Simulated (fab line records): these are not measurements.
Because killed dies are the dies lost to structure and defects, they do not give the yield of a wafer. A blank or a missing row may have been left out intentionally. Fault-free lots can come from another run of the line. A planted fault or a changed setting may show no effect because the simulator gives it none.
fab line records | flow sky130
record lots=6 | wafers=18 | lastDay=50
route steps=708 shown LDD_N@237 PAD_OPEN@708
lots with no fault: from the same line, run without faults
startH: hours from the record's opening day to when the first of the lot's shown wafers began | waitH: time in hours since the lot's previous step | " unchanged from the row above | L1.1+2: a single row standing in for several wafers | - value missing, or start not given | * or withheld: withheld | < > ~ a bound
route shown NAME@n: NAME is a module with steps in the file, n the number in the route of the first one | usual: mean/standard deviation of fault-free wafers | same: alike in all rows | chamber/n: place in a boat | sites: each site's reading | _std_site: the standard deviation of these | _edge_site: outer sites' mean less inner sites' | radiusMm: how far each site lies from the wafer's centre | mask NAME#n: copy n | behind: tool/chamber where the wafer was last shaped | hold: what put the lot on hold/how long, in hours/how the hold closed | device: whichever transistor did not switch (one of n, p or np) | end of line: the same wafers' tests at the end of the route | a step without rows: its recipe alone | killed: not the wafer's yield, but the dies lost to structure and defects at the first sort | map: shows each die of a wafer: x if killed, . if not, _ if none is there
set.NAME: the setting the step ran with; set.NAME@STEP: the setting that earlier step ran with | model.NAME: the simulator's own value behind a step, which no gauge read
lots at selected steps of the route; one table per step, one row per wafer
services: a tool's chamber out of use, with start hour (startH, from the record's first day; less than 0 if before it), hours out, and reason
## steps
# step SKY_LDD_N_DEHYDRATE_00
# recipe tempC=200 | timeS=60
# step SKY_LDD_N_HMDS_01
# recipe primeTimeS=60 | primeTempC=120
# step SKY_LDD_N_COAT_02
# recipe resist=NOVOLAK | spinRpm=3000 | resistThkNm=300
# step SKY_LDD_N_SOFTBAKE_03
# recipe tempC=90 | timeS=60 | resist=NOVOLAK
# step SKY_LDD_N_EXPOSE_04
# recipe maskId=NTM | targetCdNm=840 | na=0.6 | sourceShape=conventional | sigmaOuter=0.6 | doseMj=110
# step SKY_LDD_N_PEB_05
# recipe tempC=withheld | timeS=* | resist=NOVOLAK
# step SKY_LDD_N_DEVELOP_06
# recipe developTimeS=60 | devTempC=23
# step SKY_LDD_N_OVL_MEAS_07
# usual LDD_N_OVL=-1.2/1.3
lot.wafer | tool       | chamber | startH | waitH | LDD_N_OVL[nm]
L631.2    | overlay-01 | -       | 492.66 | 0.1   | -1.1
L631.3    | "          | -       | "      | "     | -0.9
L631.4    | "          | -       | "      | "     | -0.6
L630.1    | overlay-02 | -       | 492.96 | 0.1   | 0.0
L630.2    | "          | -       | "      | "     | -0.1
L630.4    | "          | -       | "      | "     | -0.4
L634.1    | overlay-02 | -       | 517.86 | 0.1   | 0.1
L634.5    | "          | -       | "      | "     | -0.7
L634.6    | "          | -       | "      | "     | -0.5
L643.2    | overlay-02 | -       | 571.43 | 0.1   | -0.3
L643.4    | "          | -       | "      | "     | -1.5
L643.6    | "          | -       | "      | "     | -1.9
L642.3    | overlay-02 | -       | 575.19 | 0.1   | 0.2
L642.5    | "          | -       | "      | "     | -1.2
L642.6    | "          | -       | "      | "     | 0.1
L644.1    | overlay-02 | -       | 589.58 | 0.1   | -2.6
L644.4    | "          | -       | "      | "     | 0.4
L644.6    | "          | -       | "      | "     | -1.6
# step SKY_LDD_N_IMPLANT_08
# recipe species=As | energyKev=20 | doseCm2=7.5e+13 | tiltDeg=withheld | rotationDeg=23
# step SKY_LDD_N_IMPLANT_09
# recipe species=As | energyKev=20 | doseCm2=7.5e+13 | tiltDeg=withheld | rotationDeg=113
# step SKY_LDD_N_IMPLANT_10
# recipe species=As | energyKev=20 | doseCm2=7.5e+13 | tiltDeg=withheld | rotationDeg=203
# step SKY_LDD_N_IMPLANT_11
# recipe species=As | energyKev=20 | doseCm2=7.5e+13 | tiltDeg=withheld | rotationDeg=293
# step SKY_LDD_N_IMPLANT_12
# recipe species=BF2 | energyKev=50.67 | doseCm2=5e+12 | tiltDeg=30 | rotationDeg=0
# usual doseIonsCm2=5e+12/5.4e+09 | faradayCurrentUA=28.2/0.48
# same implantIonAmu=49
lot.wafer | tool         | chamber | startH | waitH | doseIonsCm2 | faradayCurrentUA
L631.2    | implanter-02 | 0       | 493.32 | 0.1   | 5.004e+12   | 28.6
L631.3    | "            | 0       | "      | "     | 5.004e+12   | 28.7
L631.4    | "            | 0       | "      | "     | 5.009e+12   | 28.0
L630.1    | implanter-03 | 0       | 493.59 | 0.1   | 4.997e+12   | 28.4
L630.2    | "            | 0       | "      | "     | 5.001e+12   | 27.7
L630.4    | "            | 0       | "      | "     | 4.996e+12   | 28.5
L634.1    | implanter-02 | 0       | 518.49 | 0.1   | 4.997e+12   | 28.2
L634.5    | "            | 0       | "      | "     | 4.997e+12   | 28.5
L634.6    | "            | 0       | "      | "     | 5.001e+12   | 29.1
L643.2    | implanter-03 | 0       | 572.08 | 0.1   | 8.599e+12   | 49.7
L643.4    | "            | 0       | "      | "     | 8.598e+12   | 48.4
L643.6    | "            | 0       | "      | "     | 8.611e+12   | 48.1
L642.3    | implanter-03 | 0       | 575.86 | 0.1   | 8.599e+12   | 48.1
L642.5    | "            | 0       | "      | "     | 8.599e+12   | 47.4
L642.6    | "            | 0       | "      | "     | 8.598e+12   | 49.8
L644.1    | implanter-02 | 0       | 590.21 | 0.1   | 4.992e+12   | 28.7
L644.4    | "            | 0       | "      | "     | 5.001e+12   | 28.3
L644.6    | "            | 0       | "      | "     | 4.997e+12   | 28.0
# step SKY_LDD_N_IMPLANT_13
# recipe species=BF2 | energyKev=50 | doseCm2=5e+12 | tiltDeg=30 | rotationDeg=90
# step SKY_PAD_OPEN_PROBE_99
# usual killed_at_M0_to_M3=44/6.8 | killed_at_M4_up=3.1/1.8 | killedAtContacts=25/5.2 | killedAtFrontEnd=15/4.1 | killedAtOther=0.3/0.62 | killedDies=88/9.4 | killedOpen=48/7.1 | killedShort=40/6.1
# same grossDies=492 | killedAtBackSide=0
lot.wafer | tool      | chamber | startH  | waitH | killed_at_M0_to_M3 | killed_at_M4_up | killedAtContacts | killedAtFrontEnd | killedAtOther | killedDies | killedOpen | killedShort | model.etest.nfet_01v8_lvt.driveUaUm | model.etest.nfet_01v8.rOnOhmUm | model.etest.nfet_01v8.driveUaUm | model.etest.sramNfetPass.driveUaUm | model.etest.nfet_01v8_swapped.driveUaUm | model.etest.tipN.rsOhmSq | model.etest.nfet_01v8_lvt.vtSatV | model.etest.sramNfetPass.vtSatV
L631.2    | prober-01 | -       | 1132.38 | 0.1   | 66                 | 3               | 17               | 17               | 1             | 104        | 59         | 45          | 538.5                               | 865.3                          | 471.2                           | 456.5                              | 472.9                                   | 445.1                    | 0.5495                           | 0.5794
L631.3    | prober-01 | -       | 1132.43 | 0.2   | 49                 | 6               | 20               | 23               | 0             | 98         | 49         | 49          | 535.5                               | 881.7                          | 467.1                           | 445                                | 465.6                                   | 441                      | 0.5555                           | 0.6001
L631.4    | prober-01 | -       | 1132.48 | 0.2   | 43                 | 5               | 21               | 21               | 0             | 90         | 48         | 42          | 545                                 | 872.9                          | 473.6                           | 455.2                              | 474.9                                   | 441.5                    | 0.5519                           | 0.5935
L630.1    | prober-02 | -       | 1134.24 | 0.1   | 46                 | 3               | 33               | 15               | 0             | 97         | 56         | 41          | 548.8                               | 846.1                          | 480.5                           | 481.1                              | 481.6                                   | 445.8                    | 0.5482                           | 0.5689
L630.2    | prober-02 | -       | 1134.29 | 0.1   | 43                 | 1               | 33               | 11               | 0             | 88         | 51         | 37          | 555                                 | 855.6                          | 485.6                           | 488.1                              | 486.7                                   | 441.9                    | 0.5467                           | 0.5675
L630.4    | prober-02 | -       | 1134.39 | 0.2   | 59                 | 1               | 37               | 19               | 0             | 116        | 66         | 50          | 545.7                               | 855.4                          | 474                             | 467.2                              | 476.5                                   | 447.1                    | 0.553                            | 0.5831
L634.1    | prober-01 | -       | 1153.13 | 0.1   | 38                 | 7               | 32               | 14               | 0             | 91         | 47         | 44          | 533.2                               | 874.8                          | 459.9                           | 434.9                              | 457.5                                   | 444.4                    | 0.5541                           | 0.6081
L634.5    | prober-01 | -       | 1153.33 | 0.2   | 43                 | 3               | 17               | 18               | 0             | 81         | 52         | 29          | 516.9                               | 903                            | 447.5                           | 436.2                              | 450.6                                   | 443.7                    | 0.5636                           | 0.5991
L634.6    | prober-01 | -       | 1153.38 | 0.2   | 48                 | 6               | 25               | 15               | 0             | 94         | 46         | 48          | 536                                 | 868                            | 466.1                           | 450                                | 469.8                                   | 442.9                    | 0.5493                           | 0.5921
L643.2    | prober-01 | -       | 1185.43 | 0.1   | 57                 | 2               | 21               | 19               | 0             | 99         | 45         | 54          | 498.2                               | 930.4                          | 437.7                           | 425.6                              | 434                                     | 454.7                    | 0.6287                           | 0.65
L643.4    | prober-01 | -       | 1185.53 | 0.2   | 29                 | 3               | 28               | 11               | 2             | 73         | 48         | 25          | 497.2                               | 924.5                          | 433.1                           | 429.9                              | 434.2                                   | 455                      | 0.6292                           | 0.6489
L643.6    | prober-01 | -       | 1185.63 | 0.2   | 42                 | 3               | 32               | 10               | 0             | 87         | 52         | 35          | 497.6                               | 913.1                          | 435.5                           | 445.6                              | 437.6                                   | 455.3                    | 0.6234                           | 0.616
L642.3    | prober-02 | -       | 1186.08 | 0.2   | 40                 | 3               | 20               | 15               | 0             | 78         | 37         | 40          | 508.5                               | 905.1                          | 444.9                           | 431.2                              | 446.9                                   | 447.9                    | 0.6215                           | 0.6377
L642.5    | prober-02 | -       | 1186.18 | 0.2   | 36                 | 6               | 17               | 22               | 0             | 81         | 38         | 43          | 505.7                               | 902.7                          | 447.6                           | 420.9                              | 445.3                                   | 451.7                    | 0.6223                           | 0.6483
L642.6    | prober-02 | -       | 1186.23 | 0.2   | 49                 | 3               | 20               | 15               | 0             | 87         | 52         | 35          | 520.9                               | 888.8                          | 455.7                           | 438.9                              | 458.2                                   | 448.5                    | 0.6107                           | 0.6181
L644.1    | prober-01 | -       | 1192.00 | 0.1   | 47                 | 2               | 18               | 15               | 1             | 83         | 49         | 33          | 528.7                               | 882.4                          | 459.8                           | 446.8                              | 457.8                                   | 441.8                    | 0.5565                           | 0.5779
L644.4    | prober-01 | -       | 1192.15 | 0.2   | 43                 | 3               | 30               | 19               | 1             | 96         | 56         | 40          | 538.4                               | 869.1                          | 468                             | 458.1                              | 470.6                                   | 442.9                    | 0.5493                           | 0.5772
L644.6    | prober-01 | -       | 1192.25 | 0.2   | 45                 | 3               | 26               | 15               | 1             | 90         | 57         | 32          | 541.7                               | 868.2                          | 467.1                           | 447.5                              | 465.1                                   | 439                      | 0.5498                           | 0.5817
# killed by level:class
L631.2 VIA1:geometricParticle:open=17 METAL1:geometricParticle:short=10 VIA3:geometricParticle:open=9 VIA2:geometricParticle:open=7 CONTACT:geometricParticle:open=6 POLY_GATE:geometricParticle:short=4 METAL2:geometricParticle:open=4 CONTACT:geometricParticle:short=4
L631.3 VIA1:geometricParticle:open=11 FIELD_ISO:geometricParticle:short=9 VIA3:geometricParticle:open=8 CONTACT:geometricParticle:open=7 METAL1:geometricParticle:short=7 VIA2:geometricParticle:open=6 VIA2:geometricParticle:short=6 FIELD_ISO:geometricParticle:open=5
L631.4 VIA1:geometricParticle:open=12 CONTACT:geometricParticle:open=8 VIA1:geometricParticle:short=6 VIA2:geometricParticle:open=6 POLY_GATE:geometricParticle:short=5 FIELD_ISO:geometricParticle:open=4 LI_CONTACT:geometricParticle:open=4 LOCAL_INTERCONNECT:geometricParticle:short=4
L630.1 CONTACT:geometricParticle:open=13 VIA1:geometricParticle:open=11 VIA2:geometricParticle:open=10 LI_CONTACT:geometricParticle:open=8 METAL2:geometricParticle:short=6 POLY_GATE:geometricParticle:open=5 VIA3:geometricParticle:open=5 FIELD_ISO:geometricParticle:short=4
L630.2 CONTACT:geometricParticle:open=14 VIA2:geometricParticle:open=9 LOCAL_INTERCONNECT:geometricParticle:short=7 VIA1:geometricParticle:open=7 VIA3:geometricParticle:open=6 CONTACT:geometricParticle:short=6 METAL1:geometricParticle:short=5 LI_CONTACT:geometricParticle:open=5
L630.4 CONTACT:geometricParticle:open=18 VIA1:geometricParticle:open=12 LI_CONTACT:geometricParticle:open=9 VIA3:geometricParticle:open=9 POLY_GATE:geometricParticle:short=7 VIA3:geometricParticle:short=7 VIA2:geometricParticle:open=6 METAL1:geometricParticle:short=6
L634.1 CONTACT:geometricParticle:open=10 VIA1:geometricParticle:open=9 CONTACT:geometricParticle:short=9 LI_CONTACT:geometricParticle:open=6 LOCAL_INTERCONNECT:geometricParticle:short=6 VIA3:geometricParticle:open=5 VIA2:geometricParticle:open=5 METAL2:geometricParticle:short=5
L634.5 VIA3:geometricParticle:open=14 VIA1:geometricParticle:open=8 VIA2:geometricParticle:open=8 VIA1:geometricParticle:short=7 POLY_GATE:geometricParticle:short=6 CONTACT:geometricParticle:open=6 LI_CONTACT:geometricParticle:open=6 FIELD_ISO:geometricParticle:open=5
L634.6 CONTACT:geometricParticle:open=10 METAL1:geometricParticle:short=8 VIA1:geometricParticle:open=7 METAL2:geometricParticle:short=7 VIA2:geometricParticle:open=7 LI_CONTACT:geometricParticle:open=6 CONTACT:geometricParticle:short=6 VIA1:geometricParticle:short=6
L643.2 VIA2:geometricParticle:open=10 FIELD_ISO:geometricParticle:short=9 CONTACT:geometricParticle:open=8 METAL2:geometricParticle:short=8 VIA1:geometricParticle:open=7 FIELD_ISO:geometricParticle:open=6 VIA1:geometricParticle:short=6 VIA3:geometricParticle:open=6
L643.4 CONTACT:geometricParticle:open=11 LI_CONTACT:geometricParticle:open=10 VIA1:geometricParticle:open=10 VIA3:geometricParticle:open=5 FIELD_ISO:geometricParticle:open=3 LOCAL_INTERCONNECT:geometricParticle:short=3 VIA2:geometricParticle:open=3 FIELD_ISO:geometricParticle:short=2
L643.6 CONTACT:geometricParticle:open=13 LI_CONTACT:geometricParticle:open=8 VIA1:geometricParticle:open=8 VIA3:geometricParticle:open=7 VIA2:geometricParticle:short=6 CONTACT:geometricParticle:short=5 METAL3:geometricParticle:short=5 VIA2:geometricParticle:open=4
L642.3 VIA1:geometricParticle:open=9 LOCAL_INTERCONNECT:geometricParticle:short=6 METAL2:geometricParticle:short=5 SPACER:geometricParticle:short=5 CONTACT:geometricParticle:open=5 VIA1:geometricParticle:short=5 VIA3:geometricParticle:short=5 LI_CONTACT:geometricParticle:open=4
L642.5 FIELD_ISO:geometricParticle:open=9 VIA3:geometricParticle:open=9 CONTACT:geometricParticle:open=6 METAL1:geometricParticle:short=6 FIELD_ISO:geometricParticle:short=5 LOCAL_INTERCONNECT:geometricParticle:short=5 METAL4:geometricParticle:short=5 VIA1:geometricParticle:short=4
L642.6 VIA1:geometricParticle:open=12 VIA2:geometricParticle:open=9 METAL1:geometricParticle:short=8 CONTACT:geometricParticle:open=7 LI_CONTACT:geometricParticle:open=5 METAL2:geometricParticle:short=5 VIA3:geometricParticle:open=5 FIELD_ISO:geometricParticle:open=4
L644.1 CONTACT:geometricParticle:open=12 VIA1:geometricParticle:open=12 VIA3:geometricParticle:open=8 VIA1:geometricParticle:short=6 VIA2:geometricParticle:open=6 FIELD_ISO:geometricParticle:open=5 CONTACT:geometricParticle:short=4 METAL2:geometricParticle:short=4
L644.4 CONTACT:geometricParticle:open=12 LI_CONTACT:geometricParticle:open=10 METAL1:geometricParticle:short=8 POLY_GATE:geometricParticle:open=7 VIA3:geometricParticle:open=7 VIA2:geometricParticle:open=7 FIELD_ISO:geometricParticle:short=6 VIA1:geometricParticle:open=5
L644.6 CONTACT:geometricParticle:open=13 VIA3:geometricParticle:open=9 VIA1:geometricParticle:open=8 VIA2:geometricParticle:open=8 LI_CONTACT:geometricParticle:open=6 METAL2:geometricParticle:short=5 FIELD_ISO:geometricParticle:open=4 POLY_GATE:geometricParticle:open=4
## services
tool         | chamber | startH | hours | kind
implanter-02 | -       | 479.38 | 2.4   | repair
implanter-03 | -       | 502.23 | 4.6   | repair
implanter-03 | -       | 536.98 | 1.1   | repair
implanter-02 | -       | 565.87 | 3.2   | repair
## key
firstSign step=SKY_LDD_N_IMPLANT_12 | reading=doseIonsCm2 | direction=up | sigmas=99+ | usual=* | struck=*
effect step=SKY_LDD_N_IMPLANT_12 | reading=faradayCurrentUA | direction=up | sigmas=43 | usual=28.2 | struck=48.6
modelEffect step=SKY_PAD_OPEN_PROBE_99 | value=etest.nfet_01v8_lvt.driveUaUm | without=533.3 | struck=504.7
metAt SKY_LDD_N_IMPLANT_12
struckWafers L642.3,L642.5,L642.6,L643.2,L643.4,L643.6
testerLeftOut L642,L643
onsetBetween 493.59 572.08
fault kind=processParameterDrift | tool=implanter-03 | chamber=- | onsetH=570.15 | steps=SKY_LDD_N_IMPLANT_12 | channel=doseCm2 | offset=* | shape=step | endH=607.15 | actsIn=* | stated=*
# testerLeftOut: of these lots the tester's yield and bins aren't shown, on N5 and GAA mostly nor the transistor test; their killed dies are dies lost to structure and defects alone, not to doping, threshold or leakage, so they don't give the yield
